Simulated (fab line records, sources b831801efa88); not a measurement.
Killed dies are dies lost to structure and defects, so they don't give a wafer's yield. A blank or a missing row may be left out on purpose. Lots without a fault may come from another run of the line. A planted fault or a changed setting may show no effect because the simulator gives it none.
A struck lot beside a sound one | flow gf180mcu | 43 steps out of a route of 602
Sound: wafers L350.1, L350.3, L350.5. Struck: wafer L363.3. (L363.4, L363.6 of the same lot were not struck and are left out.) The cause comes at the end.
At each step with rows: each side's tool, then ch and its chambers, then its first start. Under that, the readings that differ: sound wafers | struck wafers | difference of the means | sigmas: that difference in standard deviations of wafers without a fault.
alike: readings whose means differ by less than 2 such deviations, and words and numbers that are the same on both sides. not compared: withheld readings, readings that some wafer has no value for, bounds like >300 that may hide the same value, and numbers for which the record gives no deviation and whose values overlap.
The two part at a step that has a row with sigmas, a row that says differs or no value, or rows on one side only. Numbers that don't overlap but have no deviation are shown without sigmas and don't part them. A reading that every wafer of one side lacks parts them only if that side has two wafers or more.

GF_MVSD_STRIP_10: strips in O2/N2.
  sound on plasma_asher-04 ch 0,1, day 5 13:19; struck on plasma_asher-02 ch 1, day 9 02:00
  alike: drypump_motor_current_A, heater_power_w, oes_product_au, strip_time_to_endpoint_s
  not compared: rf_hours_counter_h
GF_MVSD_TW_MEAS_11:
  sound on film_metro-03, day 5 13:29; struck on film_metro-02, day 9 02:05
  alike: MVSD_TW
then, 7 steps without rows for these wafers: GF_MVPSD_DEHYDRATE_00 (time 60 s); GF_MVPSD_HMDS_01 (prime time 60 s); GF_MVPSD_COAT_02 (resist thk 3000 nm); GF_MVPSD_SOFTBAKE_03; GF_MVPSD_EXPOSE_04 (exposes mask MVPSD, target cd 1000 nm); GF_MVPSD_PEB_05; GF_MVPSD_DEVELOP_06 (develop time 60 s).
GF_MVPSD_OVL_MEAS_07:
  sound on overlay-02, day 6 02:31; struck on overlay-02, day 9 19:31
  alike: MVPSD_OVL
then, 2 steps without rows for these wafers: GF_MVPSD_IMPLANT_08; GF_MVPSD_IMPLANT_09.
GF_MVPSD_STRIP_10: strips in O2/N2.
  sound on plasma_asher-02 ch 0, day 6 02:51; struck on plasma_asher-02 ch 1, day 9 19:53
  reading            | sound       | struck | difference | sigmas
  heater_power_w (W) | 307 303 316 | 374    | +65        | +2
  alike: drypump_motor_current_A, oes_product_au, strip_time_to_endpoint_s
  not compared: rf_hours_counter_h
GF_MVPSD_TW_MEAS_11:
  sound on film_metro-03, day 6 02:59; struck on film_metro-01, day 9 19:58
  alike: MVPSD_TW
then, 7 steps without rows for these wafers: GF_VT_IMPLANT_DEHYDRATE_00 (time 60 s); GF_VT_IMPLANT_HMDS_01 (prime time 60 s); GF_VT_IMPLANT_COAT_02 (resist thk 1000 nm); GF_VT_IMPLANT_SOFTBAKE_03 (time 60 s); GF_VT_IMPLANT_EXPOSE_04 (exposes mask LVPWELL LV AREA, target cd 600 nm); GF_VT_IMPLANT_PEB_05; GF_VT_IMPLANT_DEVELOP_06 (develop time 60 s).
GF_VT_IMPLANT_OVL_MEAS_07:
  sound on overlay-01, day 6 16:38; struck on overlay-01, day 10 13:36
  alike: VT_IMPLANT_OVL
then, 1 step without rows for these wafers: GF_VT_IMPLANT_IMPLANT_08.
GF_VT_IMPLANT_STRIP_09: strips in O2/N2.
  sound on plasma_asher-03 ch 0,1, day 6 16:49; struck on plasma_asher-01 ch 0, day 10 13:48
  reading                      | sound             | struck | difference | sigmas
  strip_time_to_endpoint_s (s) | 12.68 12.69 12.66 | 12.56  | -0.12      | -3
  alike: drypump_motor_current_A, heater_power_w, oes_product_au
  not compared: rf_hours_counter_h
GF_VT_IMPLANT_TW_MEAS_10:
  sound on film_metro-04, day 6 16:55; struck on film_metro-01, day 10 13:53
  alike: VT_IMPLANT_TW
then, 7 steps without rows for these wafers: GF_VT_IMPLANT_DEHYDRATE_11 (time 60 s); GF_VT_IMPLANT_HMDS_12 (prime time 60 s); GF_VT_IMPLANT_COAT_13 (resist thk 1000 nm); GF_VT_IMPLANT_SOFTBAKE_14 (time 60 s); GF_VT_IMPLANT_EXPOSE_15 (exposes mask Nwell LV AREA, target cd 860 nm); GF_VT_IMPLANT_PEB_16; GF_VT_IMPLANT_DEVELOP_17 (develop time 60 s).
GF_VT_IMPLANT_OVL_MEAS_18:
  sound on overlay-01, day 7 08:17; struck on overlay-01, day 11 07:40
  alike: VT_IMPLANT_01_OVL
then, 1 step without rows for these wafers: GF_VT_IMPLANT_IMPLANT_19.
GF_VT_IMPLANT_STRIP_20: strips in O2/N2.
  sound on plasma_asher-01 ch 0,1, day 7 08:28; struck on plasma_asher-02 ch 0, day 11 07:53
  reading                      | sound             | struck | difference | sigmas
  drypump_motor_current_A (A)  | 5.7 5.4 5.4       | 6.4    | +0.9       | +2
  strip_time_to_endpoint_s (s) | 12.67 12.67 12.68 | 12.56  | -0.11      | -3
  alike: heater_power_w, oes_product_au
  not compared: rf_hours_counter_h
GF_VT_IMPLANT_TW_MEAS_21:
  sound on film_metro-02, day 7 08:34; struck on film_metro-04, day 11 07:58
  reading         | sound          | struck | difference | sigmas
  VT_IMPLANT_2_TW | 1201 1206 1202 | 1224   | +21        | +2
then, 6 steps without rows for these wafers: GF_VT_IMPLANT_DEHYDRATE_22 (time 60 s); GF_VT_IMPLANT_HMDS_23 (prime time 60 s); GF_VT_IMPLANT_COAT_24 (resist thk 1000 nm); GF_VT_IMPLANT_SOFTBAKE_25 (time 60 s); GF_VT_IMPLANT_EXPOSE_26 (exposes mask LVPWELL HV AREA, target cd 860 nm); GF_VT_IMPLANT_PEB_27.
-- the record jumps here: 23 days lie between the struck wafers' starts before and after (it left off in module VT_IMPLANT and takes up again in module PASSIVATION, whose first step shown is number 602 of the route) --
GF_PASSIVATION_PROBE_99:
  the record has rows for the struck wafers here (prober-01, day 34 06:28) and none for the sound ones

WHERE THEY PART
First at GF_MVPSD_STRIP_10; last, within this record, at GF_PASSIVATION_PROBE_99.

WHY: what the simulator had put in
Chamber particle source: plasma_asher-02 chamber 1, from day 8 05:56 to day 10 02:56, at GF_MVPSD_STRIP_10. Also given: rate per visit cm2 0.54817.
